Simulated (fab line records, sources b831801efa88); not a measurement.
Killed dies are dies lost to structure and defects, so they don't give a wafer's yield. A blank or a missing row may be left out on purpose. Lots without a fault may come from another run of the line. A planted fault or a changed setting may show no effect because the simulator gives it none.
A struck lot beside a sound one | flow sky130 | 43 steps out of a route of 708
Sound: wafers L934.1, L934.4, L934.5. Struck: wafers L943.1, L943.6. (L943.5 of the same lot was not struck and is left out.) The cause comes at the end.
At each step with rows: each side's tool, then ch and its chambers, then its first start. Under that, the readings that differ: sound wafers | struck wafers | difference of the means | sigmas: that difference in standard deviations of wafers without a fault.
alike: readings whose means differ by less than 2 such deviations, and words and numbers that are the same on both sides. not compared: withheld readings, readings that some wafer has no value for, bounds like >300 that may hide the same value, and numbers for which the record gives no deviation and whose values overlap.
The two part at a step that has a row with sigmas, a row that says differs or no value, or rows on one side only. Numbers that don't overlap but have no deviation are shown without sigmas and don't part them. A reading that every wafer of one side lacks parts them only if that side has two wafers or more.

first, 5 steps without rows for these wafers: SKY_VIA4_COAT_06 (resist thk 1140 nm); SKY_VIA4_SOFTBAKE_07 (time 60 s); SKY_VIA4_EXPOSE_08 (exposes mask VIM4, target cd 800 nm); SKY_VIA4_PEB_09; SKY_VIA4_DEVELOP_10 (develop time 60 s).
SKY_VIA4_OVL_MEAS_11:
  sound on overlay-01, day 44 11:55; struck on overlay-02, day 47 00:19
  alike: VIA4_OVL
SKY_VIA4_ETCH_12: etches SiO2 in C4F8/O2/Ar, stops on TiN, target depth 580 nm.
  sound on rie_diel-02 ch 1,2,3, day 44 11:56; struck on rie_diel-02 ch 2,3, day 47 00:20
  alike: oes_product_au, rf_fwd_power_W
then, 4 steps without rows for these wafers: SKY_VIA4_STRIP_13 (strips in O2/N2); SKY_VIA4_STRIP_14 (strips in post etch residue remover, time 1200 s); SKY_VIA4_CLEAN_15 (cleans in IPA, time 180 s); SKY_VIA4_CLEAN_16 (cleans in O3/DIW).
SKY_VIA4_SPUTTER_17: material TiN, target thk 20 nm, time 80 s.
  sound on pvd_sputter-01, day 44 12:44; struck on pvd_sputter-01, day 47 01:01
  alike: throttle_valve_pct
SKY_VIA4_CVD_18: deposits W, target thk 505 nm, time 152.14 s.
  sound on cvd_w-01 ch 0,1, day 44 12:48; struck on cvd_w-02 ch 1, day 47 01:04
  alike: heater_power_w
SKY_VIA4_RS_MEAS_19: measures by four-point-probe.
  sound on film_metro-02, day 44 12:58; struck on film_metro-01, day 47 01:13
  alike: VIA4_W_RS
SKY_VIA4_THK_MEAS_20: measures by xrf.
  sound on film_metro-02, day 44 13:05; struck on film_metro-01, day 47 01:20
  alike: VIA4_W_THK
SKY_VIA4_CMP_21: polishes, stops on SiO2, t overpolish 25 s, target thk 0 nm.
  sound on cmp-02 ch 0,2, day 44 13:08; struck on cmp-01 ch 1,3, day 47 01:33
  alike: motor_current_A, overpolish_run_s, slurry_flow_ml_min, time_to_endpoint_s
then, 1 step without rows for these wafers: SKY_METAL5_SPUTTER_00 (material Ti, target thk 15 nm, time 10 s).
SKY_METAL5_SPUTTER_01: material TiN, target thk 20 nm, time 16.7 s.
  sound on pvd_sputter-01, day 44 13:28; struck on pvd_sputter-01, day 47 01:44
  alike: throttle_valve_pct
then, 3 steps without rows for these wafers: SKY_METAL5_SPUTTER_02 (material AlCu, target thk 1150 nm, time 61.2 s); SKY_METAL5_SPUTTER_03 (material Ti, target thk 5 nm, time 3.3 s); SKY_METAL5_SPUTTER_04 (material TiN, target thk 70 nm, time 58.3 s).
SKY_METAL5_RS_MEAS_05: measures by four-point-probe.
  sound on film_metro-01, day 44 13:36; struck on film_metro-03, day 47 01:52
  alike: METAL5_ALCU_RS
SKY_METAL5_THK_MEAS_06: measures by xrf.
  sound on film_metro-01, day 44 13:43; struck on film_metro-03, day 47 01:59
  alike: METAL5_ALCU_THK
then, 8 steps without rows for these wafers: SKY_METAL5_DEHYDRATE_07 (time 60 s); SKY_METAL5_HMDS_08 (prime time 60 s); SKY_METAL5_COAT_09 (resist thk 1800 nm); SKY_METAL5_SOFTBAKE_10 (time 60 s); SKY_METAL5_EXPOSE_11 (exposes mask MM5, target cd 1600 nm); SKY_METAL5_PEB_12; SKY_METAL5_DEVELOP_13 (develop time 60 s); SKY_METAL5_DESCUM_14 (chemistry O2, time 11 s).
SKY_METAL5_METAL_ETCH_15: etches the open film in Cl2/BCl3, stops on SiO2, target depth 1260 nm, time 252 s.
  sound on rie_metal-01 ch 0,1, day 45 10:54; struck on rie_metal-01 ch 1, day 47 21:05
  alike: drypump_motor_current_A, he_backside_leak_sccm, oes_product_au, rf_fwd_power_W, throttle_valve_pct
  not compared: rf_hours_counter_h
then, 5 steps without rows for these wafers: SKY_METAL5_STRIP_16 (strips in O2/N2); SKY_METAL5_STRIP_17 (strips in post etch residue remover, time 1200 s); SKY_METAL5_CLEAN_18 (cleans in IPA, time 180 s); SKY_METAL5_CLEAN_19 (cleans in O3/DIW); SKY_PASSIVATION_CVD_00 (deposits SiO2, target thk 90 nm).
SKY_PASSIVATION_THK_MEAS_01:
  sound on film_metro-04, day 45 11:45; struck on film_metro-03, day 47 21:58
  alike: PASSIVATION_CVD_00_THK
then, 1 step without rows for these wafers: SKY_PASSIVATION_CVD_02 (deposits Si3N4, target thk 540 nm).
SKY_PASSIVATION_THK_MEAS_03:
  sound on film_metro-02, day 45 12:02; struck on film_metro-02, day 47 22:15
  alike: PASSIVATION_CVD_02_THK
then, 2 steps without rows for these wafers: SKY_PASSIVATION_DEHYDRATE_04 (time 60 s); SKY_PASSIVATION_HMDS_05 (prime time 60 s).
SKY_PAD_OPEN_PROBE_99:
  the record has rows for the struck wafers here (prober-01, day 49 13:40) and none for the sound ones

WHERE THEY PART
Only at SKY_PAD_OPEN_PROBE_99, within this record.

WHY: what the simulator had put in
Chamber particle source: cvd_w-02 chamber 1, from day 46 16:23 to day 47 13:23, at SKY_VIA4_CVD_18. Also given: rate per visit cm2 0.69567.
